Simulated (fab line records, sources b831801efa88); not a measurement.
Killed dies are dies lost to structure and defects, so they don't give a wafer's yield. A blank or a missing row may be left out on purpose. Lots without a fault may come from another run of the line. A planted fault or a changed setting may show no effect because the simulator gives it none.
fab line records | flow sky130
record lots=5 wafers=15 last_day=50
route steps=708 shown METAL5@679 PASSIVATION@681 PAD_OPEN@694
lots that met no fault: from a run of the same line without faults
start_h: hours from the record's first day to the start of the lot's first wafer shown | wait_h: hours since the lot's step before | " the same as in the row above | L1.1+2: a row that stands for several wafers | - no value, or no start given | * or withheld: withheld | < > ~ a bound
route shown NAME@n: a module of which the file shows steps, and the number in the route of the first | usual: mean/standard deviation of fault-free wafers | same: alike in all rows | chamber/n: place in a boat | sites: the reading at each site | _std_site: their standard deviation | _edge_site: outer sites' mean less inner sites' | radius_mm: how far each site lies from the wafer's centre | mask NAME#n: copy n | behind: the tool/chamber that last shaped the wafer | hold: why the lot was held/for how many hours/how that ended | device: the transistor (n, p or np) that didn't switch | end of line: the same wafers' tests at the end of the route | a step without rows: its recipe alone | killed: dies lost to structure and defects at the first sort, not the wafer's yield | map: a wafer's dies, x killed, . not, _ none there
set.NAME: the setting as run; set.NAME@STEP: as run at that earlier step | model.NAME: the simulator's own value behind a step, which no gauge read
lots at some steps of the route; a table a step, a row a wafer
services: from which hour (start_h, from the record's first day; less than 0 if before it) a tool's chamber was out of use, for how many hours, and why
## steps
# step SKY_METAL5_CLEAN_18
# recipe chemistry=IPA time_s=180 temp_c=25
# columns lot.wafer tool chamber start_h wait_h
L078.2+4+6 wet_bench-01 2 1055.34 0.0
L084.1+3+6 wet_bench-03 0 1093.95 0.0
L089.1+2+6 wet_bench-04 2 1128.44 0.0
L091.1+3+6 wet_bench-03 3 1138.28 0.0
L095.3+5+6 wet_bench-01 3 1157.93 0.0
# step SKY_METAL5_CLEAN_19
# recipe chemistry=O3/DIW dry=n2_spin
# columns lot.wafer tool chamber start_h wait_h
L078.2+4+6 wet_bench-04 0 1055.40 0.0
L084.1+3+6 wet_bench-01 0 1094.01 0.0
L089.1+2+6 wet_bench-04 1 1128.50 0.0
L091.1+3+6 wet_bench-01 2 1138.33 0.0
L095.3+5+6 wet_bench-04 2 1157.98 0.0
# step SKY_PASSIVATION_CVD_00
# recipe material=SiO2 target_thk_nm=90 temp_c=400 time_s=withheld rf_w=600
# usual heater_power_w=688/75
# columns lot.wafer tool chamber start_h wait_h heater_power_w
L078.2 pecvd-04 2 1055.49 0.0 791
L078.4 " 0 " " 650
L078.6 " 2 " " 780
L084.1 pecvd-03 0 1094.12 0.0 613
L084.3 " 2 " " 578
L084.6 " 2 " " 582
L089.1 pecvd-03 2 1128.59 0.0 629
L089.2 " 1 " " 709
L089.6 " 2 " " 638
L091.1 pecvd-03 2 1138.43 0.0 581
L091.3 " 0 " " 611
L091.6 " 1 " " 674
L095.3 pecvd-03 2 1158.08 0.0 595
L095.5 " 0 " " 634
L095.6 " 1 " " 631
# step SKY_PASSIVATION_THK_MEAS_01
# recipe reads=SiO2_of_PASSIVATION_CVD_00
# usual PASSIVATION_CVD_00_THK=90.1/1.2
# columns lot.wafer tool chamber start_h wait_h PASSIVATION_CVD_00_THK[nm]
L078.2 film_metro-04 - 1055.52 - 88.5
L078.4 " - " " 88.5
L078.6 " - " " 89.5
L084.1 film_metro-01 - 1094.14 - 91.3
L084.3 " - " " 90.1
L084.6 " - " " 90.9
L089.1 film_metro-01 - 1128.61 - 88.8
L089.2 " - " " 88.9
L089.6 " - " " 90.0
L091.1 film_metro-04 - 1138.46 - 90.3
L091.3 " - " " 90.7
L091.6 " - " " 92.4
L095.3 film_metro-02 - 1158.12 - 89.1
L095.5 " - " " 92.9
L095.6 " - " " 90.9
# step SKY_PASSIVATION_CVD_02
# recipe material=Si3N4 target_thk_nm=540 temp_c=400 time_s=withheld rf_w=450
# usual heater_power_w=737/94
# columns lot.wafer tool chamber start_h wait_h heater_power_w
L078.2 pecvd-01 1 1055.57 0.0 856
L078.4 " 0 " " 717
L078.6 " 2 " " 666
L084.1 pecvd-04 2 1094.20 0.1 752
L084.3 " 1 " " 730
L084.6 " 0 " " 697
L089.1 pecvd-01 0 1128.67 0.1 717
L089.2 " 1 " " 903
L089.6 " 0 " " 765
L091.1 pecvd-01 2 1138.52 0.1 569
L091.3 " 0 " " 742
L091.6 " 1 " " 834
L095.3 pecvd-04 2 1158.16 0.0 905
L095.5 " 2 " " 749
L095.6 " 1 " " 829
# step SKY_PASSIVATION_THK_MEAS_03
# recipe reads=Si3N4_of_PASSIVATION_CVD_02
# usual PASSIVATION_CVD_02_THK=539/7.1
# columns lot.wafer tool chamber start_h wait_h PASSIVATION_CVD_02_THK[nm]
L078.2 film_metro-01 - 1055.81 - 539
L078.4 " - " " 539
L078.6 " - " " 540
L084.1 film_metro-04 - 1094.42 - 531
L084.3 " - " " 530
L084.6 " - " " 551
L089.1 film_metro-02 - 1128.90 - 541
L089.2 " - " " 534
L089.6 " - " " 542
L091.1 film_metro-01 - 1138.74 - 537
L091.3 " - " " 534
L091.6 " - " " 537
L095.3 film_metro-04 - 1158.40 - 534
L095.5 " - " " 540
L095.6 " - " " 545
# step SKY_PASSIVATION_DEHYDRATE_04
# recipe temp_c=200 time_s=60
# columns lot.wafer tool chamber start_h wait_h
L078.2+4+6 litho_track-04 0 1066.19 10.4
L084.1+3+6 litho_track-04 0 1104.21 9.8
L089.1+2+6 litho_track-03 0 1137.82 8.9
L091.1+3+6 litho_track-04 0 1147.31 8.6
L095.3+5+6 litho_track-03 0 1166.32 7.9
# step SKY_PASSIVATION_HMDS_05
# recipe prime_time_s=60 prime_temp_c=120
# usual prime_temp_c=119.99/0.16
# columns lot.wafer tool chamber start_h wait_h prime_temp_c
L078.2 litho_track-04 0 1066.34 0.1 119.78
L078.4 " 0 " " 119.64
L078.6 " 0 " " 119.83
L084.1 litho_track-04 0 1104.36 0.1 119.98
L084.3 " 0 " " 120.10
L084.6 " 0 " " 120.08
L089.1 litho_track-03 0 1137.97 0.1 119.91
L089.2 " 0 " " 119.80
L089.6 " 0 " " 119.70
L091.1 litho_track-04 0 1147.46 0.1 120.01
L091.3 " 0 " " 120.05
L091.6 " 0 " " 119.99
L095.3 litho_track-03 0 1166.47 0.1 119.99
L095.5 " 0 " " 120.07
L095.6 " 0 " " 119.87
# step SKY_PASSIVATION_COAT_06
# recipe spin_rpm=2000 resist_thk_nm=3000
# columns lot.wafer tool chamber start_h wait_h
L078.2+4+6 litho_track-04 0 1066.49 0.1
L084.1+3+6 litho_track-04 0 1104.51 0.1
L089.1+2+6 litho_track-03 0 1138.12 0.1
L091.1+3+6 litho_track-04 0 1147.61 0.1
L095.3+5+6 litho_track-03 0 1166.62 0.1
# step SKY_PASSIVATION_SOFTBAKE_07
# recipe temp_c=110 time_s=withheld
# columns lot.wafer tool chamber start_h wait_h
L078.2+4+6 litho_track-04 0 1066.65 0.1
L084.1+3+6 litho_track-04 0 1104.66 0.1
L089.1+2+6 litho_track-03 0 1138.27 0.1
L091.1+3+6 litho_track-04 0 1147.76 0.1
L095.3+5+6 litho_track-03 0 1166.78 0.1
# step SKY_PASSIVATION_EXPOSE_08
# recipe mask_id=NSM target_cd_nm=3000 na=0.57 dose_mj=260
# usual focus_offset_nm=-0.1/0.61 reticle_temp_C=23.00/0.095
# columns lot.wafer tool chamber start_h wait_h mask focus_offset_nm reticle_temp_C
L078.2 iline_stepper-02 0 - - NSM#0 -1.1 23.01
L078.4 " 0 " " NSM#0 -0.9 23.13
L078.6 " 0 " " NSM#0 -0.9 22.99
L084.1 iline_stepper-02 0 - - NSM#0 1.2 22.93
L084.3 " 0 " " NSM#0 0.7 23.04
L084.6 " 0 " " NSM#0 1.5 22.99
L089.1 iline_stepper-02 0 - - NSM#0 -0.1 22.86
L089.2 " 0 " " NSM#0 -0.3 23.04
L089.6 " 0 " " NSM#0 -0.3 23.09
L091.1 iline_stepper-02 0 - - NSM#0 0.7 22.90
L091.3 " 0 " " NSM#0 0.6 22.98
L091.6 " 0 " " NSM#0 -0.1 23.11
L095.3 iline_stepper-01 0 - - NSM#0 -0.5 23.11
L095.5 " 0 " " NSM#0 0.6 22.99
L095.6 " 0 " " NSM#0 0.2 23.09
# step SKY_PASSIVATION_PEB_09
# recipe temp_c=115 time_s=withheld
# columns lot.wafer tool chamber start_h wait_h
L078.2+4+6 litho_track-02 0 - -
L084.1+3+6 litho_track-03 0 - -
L089.1+2+6 litho_track-04 0 - -
L091.1+3+6 litho_track-04 0 - -
L095.3+5+6 litho_track-02 0 - -
# step SKY_PASSIVATION_DEVELOP_10
# recipe develop_time_s=60 dev_temp_c=23
# usual developer_temp_C=22.98/0.1
# columns lot.wafer tool chamber start_h wait_h developer_temp_C
L078.2 litho_track-02 0 - - 22.93
L078.4 " 0 " " 23.14
L078.6 " 0 " " 22.89
L084.1 litho_track-03 0 - - 22.83
L084.3 " 0 " " 22.87
L084.6 " 0 " " 22.91
L089.1 litho_track-04 0 - - 23.06
L089.2 " 0 " " 22.96
L089.6 " 0 " " 22.94
L091.1 litho_track-04 0 - - 22.97
L091.3 " 0 " " 23.15
L091.6 " 0 " " 23.13
L095.3 litho_track-02 0 - - 23.07
L095.5 " 0 " " 22.96
L095.6 " 0 " " 23.09
# step SKY_PASSIVATION_ETCH_11
# recipe chemistry=CF4/O2 target_depth_nm=725 stop_on=AlCu source_w=800 bias_w=150 pressure_mtorr=150 cf4_flow_sccm=80 O2_flow_sccm=10 time_s=161.1
# usual drypump_motor_current_A=5.6/0.32 oes_product_au=0.977/0.0075 throttle_valve_pct=5.963/0.009
# columns lot.wafer tool chamber start_h wait_h drypump_motor_current_A oes_product_au rf_hours_counter_h throttle_valve_pct
L078.2 rie_diel-01 2 1076.54 - 6.2 0.975 27 5.966
L078.4 " 0 " " 5.4 0.975 17 5.967
L078.6 " 3 " " 5.4 0.974 - 5.959
L084.1 rie_diel-01 1 1114.82 - 6.1 0.969 25 5.953
L084.3 " 0 " " 5.3 0.962 18 5.965
L084.6 " 3 " " 5.4 0.986 - 5.943
L089.1 rie_diel-02 2 1147.31 - 5.2 0.982 13 5.964
L089.2 " 1 " " 5.7 0.971 26 5.957
L089.6 " 2 " " 5.2 0.974 - 5.969
L091.1 rie_diel-01 0 1157.56 - 5.4 0.979 20 5.965
L091.3 " 3 " " 5.4 0.976 16 5.964
L091.6 " 3 " " 5.3 0.982 - 5.966
L095.3 rie_diel-03 1 1175.09 - 5.3 0.974 19 5.962
L095.5 " 3 " " 5.9 0.977 - 5.976
L095.6 " 2 " " 5.2 0.978 - 5.969
# step SKY_PASSIVATION_STRIP_12
# recipe chemistry=O2/N2 power_w=1400 pressure_mtorr=1500 platen_temp_c=withheld overash_fraction=0.7 o2_flow_sccm=3000 n2_flow_sccm=300
# usual drypump_motor_current_A=5.70/0.28 o2_flow_sccm=3000/9.2 oes_product_au=0.661/0.0044 strip_time_to_endpoint_s=31.49/0.14
# columns lot.wafer tool chamber start_h wait_h drypump_motor_current_A o2_flow_sccm oes_product_au rf_hours_counter_h strip_time_to_endpoint_s
L078.2 plasma_asher-02 1 1076.64 0.1 5.99 3004 0.669 34 31.56
L078.4 " 1 " " 5.98 3000 0.659 - 31.55
L078.6 " 0 " " 5.63 2985 0.653 - 31.50
L084.1 plasma_asher-03 0 1114.92 0.1 5.54 3017 0.664 5 31.50
L084.3 " 0 " " 5.52 3007 0.663 - 31.63
L084.6 " 1 " " 5.89 3002 0.665 - 31.71
L089.1 plasma_asher-04 0 1147.42 0.1 5.25 2986 0.662 72 31.16
L089.2 " 1 " " 5.99 2987 0.661 72 31.52
L089.6 " 1 " " 5.97 2998 0.659 - 31.34
L091.1 plasma_asher-04 0 1157.67 0.1 5.27 3001 0.660 73 31.60
L091.3 " 1 " " 5.96 3006 0.657 - 31.68
L091.6 " 0 " " 5.27 2988 0.661 - 31.66
L095.3 plasma_asher-03 0 1175.23 0.1 5.51 3008 0.657 - 31.51
L095.5 " 1 " " 5.88 2993 0.659 - 31.44
L095.6 " 0 " " 5.51 2999 0.662 - 31.42
# step SKY_PAD_OPEN_DEHYDRATE_00
# recipe temp_c=200 time_s=60
# columns lot.wafer tool chamber start_h wait_h
L078.2+4+6 litho_track-03 0 1086.94 10.3
L084.1+3+6 litho_track-04 0 1124.01 9.1
L089.1+2+6 litho_track-01 0 1155.84 8.4
L091.1+3+6 litho_track-01 0 1165.69 8.0
L095.3+5+6 litho_track-04 0 1182.22 7.0
# step SKY_PAD_OPEN_HMDS_01
# recipe prime_time_s=60 prime_temp_c=120
# usual prime_temp_c=119.99/0.16
# columns lot.wafer tool chamber start_h wait_h prime_temp_c
L078.2 litho_track-03 0 1087.09 0.1 120.12
L078.4 " 0 " " 119.74
L078.6 " 0 " " 120.15
L084.1 litho_track-04 0 1124.16 0.1 120.27
L084.3 " 0 " " 120.12
L084.6 " 0 " " 119.91
L089.1 litho_track-01 0 1155.99 0.1 119.93
L089.2 " 0 " " 119.87
L089.6 " 0 " " 120.14
L091.1 litho_track-01 0 1165.84 0.1 119.99
L091.3 " 0 " " 120.36
L091.6 " 0 " " 120.27
L095.3 litho_track-04 0 1182.37 0.1 119.77
L095.5 " 0 " " 119.91
L095.6 " 0 " " 119.82
# step SKY_PAD_OPEN_COAT_02
# recipe spin_rpm=2000 resist_thk_nm=3000
# columns lot.wafer tool chamber start_h wait_h
L078.2+4+6 litho_track-03 0 1087.24 0.1
L084.1+3+6 litho_track-04 0 1124.31 0.1
L089.1+2+6 litho_track-01 0 1156.14 0.1
L091.1+3+6 litho_track-01 0 1165.99 0.1
L095.3+5+6 litho_track-04 0 1182.52 0.1
# step SKY_PAD_OPEN_SOFTBAKE_03
# recipe temp_c=110 time_s=withheld
# columns lot.wafer tool chamber start_h wait_h
L078.2+4+6 litho_track-03 0 1087.40 0.1
L084.1+3+6 litho_track-04 0 1124.46 0.1
L089.1+2+6 litho_track-01 0 1156.29 0.1
L091.1+3+6 litho_track-01 0 1166.14 0.1
L095.3+5+6 litho_track-04 0 1182.68 0.1
# step SKY_PAD_OPEN_EXPOSE_04
# recipe mask_id=PDM target_cd_nm=60000 na=0.57 dose_mj=260
# usual focus_offset_nm=-0.1/0.49 reticle_temp_C=22.98/0.11
# columns lot.wafer tool chamber start_h wait_h mask focus_offset_nm reticle_temp_C
L078.2 iline_stepper-01 0 - - PDM#0 0.2 23.11
L078.4 " 0 " " PDM#0 0.0 23.06
L078.6 " 0 " " PDM#0 0.7 22.94
L084.1 iline_stepper-02 0 - - PDM#0 0.4 22.83
L084.3 " 0 " " PDM#0 0.4 22.95
L084.6 " 0 " " PDM#0 0.4 22.80
L089.1 iline_stepper-01 0 - - PDM#0 -1.1 22.99
L089.2 " 0 " " PDM#0 -0.4 23.15
L089.6 " 0 " " PDM#0 -0.1 23.01
L091.1 iline_stepper-02 0 - - PDM#0 -0.6 22.93
L091.3 " 0 " " PDM#0 -0.5 23.02
L091.6 " 0 " " PDM#0 -0.8 23.11
L095.3 iline_stepper-02 0 - - PDM#0 -0.1 23.04
L095.5 " 0 " " PDM#0 -0.1 23.06
L095.6 " 0 " " PDM#0 -0.9 22.99
# step SKY_PAD_OPEN_PEB_05
# recipe temp_c=115 time_s=withheld
# columns lot.wafer tool chamber start_h wait_h
L078.2+4+6 litho_track-01 0 - -
L084.1+3+6 litho_track-03 0 - -
L089.1+2+6 litho_track-01 0 - -
L091.1+3+6 litho_track-03 0 - -
L095.3+5+6 litho_track-03 0 - -
# step SKY_PAD_OPEN_DEVELOP_06
# recipe develop_time_s=60 dev_temp_c=23
# usual developer_temp_C=22.98/0.11
# columns lot.wafer tool chamber start_h wait_h developer_temp_C
L078.2 litho_track-01 0 - - 22.94
L078.4 " 0 " " 22.86
L078.6 " 0 " " 23.17
L084.1 litho_track-03 0 - - 22.96
L084.3 " 0 " " 22.97
L084.6 " 0 " " 23.09
L089.1 litho_track-01 0 - - 23.13
L089.2 " 0 " " 23.04
L089.6 " 0 " " 23.11
L091.1 litho_track-03 0 - - 22.77
L091.3 " 0 " " 22.92
L091.6 " 0 " " 22.81
L095.3 litho_track-03 0 - - 23.10
L095.5 " 0 " " 22.98
L095.6 " 0 " " 22.90
# step SKY_PAD_OPEN_ETCH_07
# recipe chemistry=CF4/O2 target_depth_nm=725 stop_on=AlCu source_w=800 bias_w=150 pressure_mtorr=150 cf4_flow_sccm=80 O2_flow_sccm=10 time_s=161.1
# usual drypump_motor_current_A=5.7/0.31 oes_product_au=0.977/0.0064 throttle_valve_pct=5.963/0.0096
# columns lot.wafer tool chamber start_h wait_h drypump_motor_current_A oes_product_au rf_hours_counter_h throttle_valve_pct
L078.2 rie_diel-01 0 1097.54 - 5.4 0.976 18 5.960
L078.4 " 1 " " 6.1 0.973 25 5.961
L078.6 " 0 " " 5.4 0.973 - 5.957
L084.1 rie_diel-02 0 1134.22 - 6.0 0.979 9 5.964
L084.3 " 2 " " 5.2 0.970 13 5.932
L084.6 " 1 " " 5.7 0.977 - 5.958
L089.1 rie_diel-02 3 1164.19 - 5.7 0.975 0 5.960
L089.2 " 2 " " 5.2 0.973 14 5.931
L089.6 " 3 " " 5.7 0.978 - 5.982
L091.1 rie_diel-02 3 1174.57 - 5.7 0.983 1 5.958
L091.3 " 0 " " 6.0 0.978 11 5.957
L091.6 " 0 " " 6.0 0.975 - 5.969
L095.3 rie_diel-01 0 1190.47 - 5.4 0.979 22 5.948
L095.5 " 2 " " 6.2 0.975 - 5.971
L095.6 " 1 " " 6.1 0.970 - 5.961
# step SKY_PAD_OPEN_STRIP_08
# recipe chemistry=O2/N2 power_w=1400 pressure_mtorr=1500 platen_temp_c=withheld overash_fraction=0.7 o2_flow_sccm=3000 n2_flow_sccm=300
# usual drypump_motor_current_A=5.8/0.4 o2_flow_sccm=2998/9.1 oes_product_au=0.663/0.0043 strip_time_to_endpoint_s=37.04/0.11
# columns lot.wafer tool chamber start_h wait_h drypump_motor_current_A o2_flow_sccm oes_product_au rf_hours_counter_h strip_time_to_endpoint_s
L078.2 plasma_asher-03 1 1097.64 0.1 5.9 3010 0.663 3 36.91
L078.4 " 1 " " 5.9 3002 0.669 - 36.76
L078.6 " 0 " " 5.5 3004 0.662 - 36.90
L084.1 plasma_asher-04 0 1134.32 0.1 5.3 3019 0.665 71 37.14
L084.3 " 0 " " 5.2 3012 0.663 - 37.20
L084.6 " 0 " " 5.3 3007 0.662 - 37.21
L089.1 plasma_asher-03 0 1164.29 0.1 5.5 2995 0.662 9 37.10
L089.2 " 1 " " 5.9 2997 0.659 9 37.25
L089.6 " 0 " " 5.5 3001 0.657 - 37.17
L091.1 plasma_asher-04 0 1174.67 0.1 5.3 2997 0.666 75 37.16
L091.3 " 0 " " 5.3 3005 0.666 - 37.16
L091.6 " 1 " " 6.0 3000 0.664 - 37.09
L095.3 plasma_asher-04 0 1190.61 0.1 5.2 2995 0.657 - 37.17
L095.5 " 0 " " 5.3 2989 0.668 - 37.19
L095.6 " 1 " " 6.0 2997 0.663 - 37.10
# step SKY_PAD_OPEN_STRIP_09
# recipe chemistry=post_etch_residue_remover time_s=1200 temp_c=72.5
# columns lot.wafer tool chamber start_h wait_h
L078.2+4+6 wet_bench-02 3 1097.82 0.1
L084.1+3+6 wet_bench-02 1 1134.53 0.2
L089.1+2+6 wet_bench-03 3 1164.39 0.1
L091.1+3+6 wet_bench-03 0 1174.91 0.2
L095.3+5+6 wet_bench-02 2 1190.67 0.0
# step SKY_PAD_OPEN_CLEAN_10
# recipe chemistry=IPA time_s=180 temp_c=25
# columns lot.wafer tool chamber start_h wait_h
L078.2+4+6 wet_bench-03 2 1098.16 0.0
L084.1+3+6 wet_bench-01 2 1135.00 0.1
L089.1+2+6 wet_bench-02 3 1164.74 0.0
L091.1+3+6 wet_bench-01 3 1175.28 0.0
L095.3+5+6 wet_bench-01 3 1191.02 0.0
# step SKY_PAD_OPEN_CLEAN_11
# recipe chemistry=O3/DIW dry=n2_spin
# columns lot.wafer tool chamber start_h wait_h
L078.2+4+6 wet_bench-02 0 1098.22 0.0
L084.1+3+6 wet_bench-02 2 1135.06 0.0
L089.1+2+6 wet_bench-01 1 1164.81 0.0
L091.1+3+6 wet_bench-01 1 1175.34 0.0
L095.3+5+6 wet_bench-03 1 1191.07 0.0
# step SKY_PAD_OPEN_ANNEAL_12
# recipe temp_c=400 time_s=withheld ambient=N2/H2 idle_temp_c=300 ramp_up_c_per_min=8 ramp_down_c_per_min=4
# usual spike_tc_lower_C=401.5/2.4 zone_power_top_pct=9.1/0.49
# columns lot.wafer tool chamber start_h wait_h spike_tc_lower_C zone_power_top_pct
L078.2 furnace-02 0 1098.31 0.0 400.8 8.7
L078.4 " 0 " " 398.5 8.7
L078.6 " 0 " " 400.6 8.6
L084.1 furnace-01 0 1135.17 0.0 404.0 9.5
L084.3 " 0 " " 402.7 9.5
L084.6 " 0 " " 402.5 9.4
L089.1 furnace-02 0 1164.92 0.0 401.2 8.5
L089.2 " 0 " " 399.8 8.7
L089.6 " 0 " " 398.0 8.6
L091.1 furnace-02 0 1175.43 0.0 400.0 8.6
L091.3 " 0 " " 401.2 8.6
L091.6 " 0 " " 398.7 8.6
L095.3 furnace-01 0 1191.73 0.6 402.3 9.4
L095.5 " 0 " " 403.6 9.6
L095.6 " 0 " " 404.1 9.6
# step SKY_PAD_OPEN_BOW_MEAS_13
# recipe mode=bow
# usual PAD_OPEN_BOW=44/9.4
# columns lot.wafer tool chamber start_h wait_h PAD_OPEN_BOW[um]
L078.2 film_metro-01 - 1099.83 - 60
L078.4 " - " " 64
L078.6 " - " " 65
L084.1 film_metro-02 - 1136.67 - 36
L084.3 " - " " 32
L084.6 " - " " 35
L089.1 film_metro-01 - 1166.42 - 37
L089.2 " - " " 53
L089.6 " - " " 43
L091.1 film_metro-03 - 1176.93 - 47
L091.3 " - " " 56
L091.6 " - " " 44
L095.3 film_metro-01 - 1193.27 - 40
L095.5 " - " " 47
L095.6 " - " " 45
## services
# columns tool chamber start_h hours kind
plasma_asher-03 - 1031.88 1.2 repair
furnace-02 - 1038.77 3.9 pm
rie_diel-03 - 1044.62 12.1 repair
rie_diel-02 - 1051.02 0.4 repair
plasma_asher-03 - 1055.25 9.0 pm
furnace-02 - 1058.51 12.6 pm
rie_diel-03 2 1070.43 4.6 repair
iline_stepper-02 - 1088.82 1.5 repair
rie_diel-02 0 1090.07 14.7 repair
pecvd-01 - 1097.67 1.0 repair
iline_stepper-01 - 1106.25 4.0 repair
furnace-01 - 1126.54 4.4 pm
plasma_asher-02 - 1127.52 0.7 repair
pecvd-04 - 1131.04 2.6 repair
rie_diel-02 3 1133.14 5.8 repair
rie_diel-01 0 1139.33 3.5 repair
rie_diel-01 1 1139.63 8.3 repair
plasma_asher-03 - 1139.82 4.3 pm
iline_stepper-01 - 1147.35 1.7 pm
pecvd-04 - 1159.42 2.8 pm
iline_stepper-01 - 1174.87 8.9 pm
pecvd-03 0 1181.44 5.8 repair
iline_stepper-02 - 1183.75 1.7 pm
iline_stepper-02 - 1188.04 7.6 repair
## key
fault none
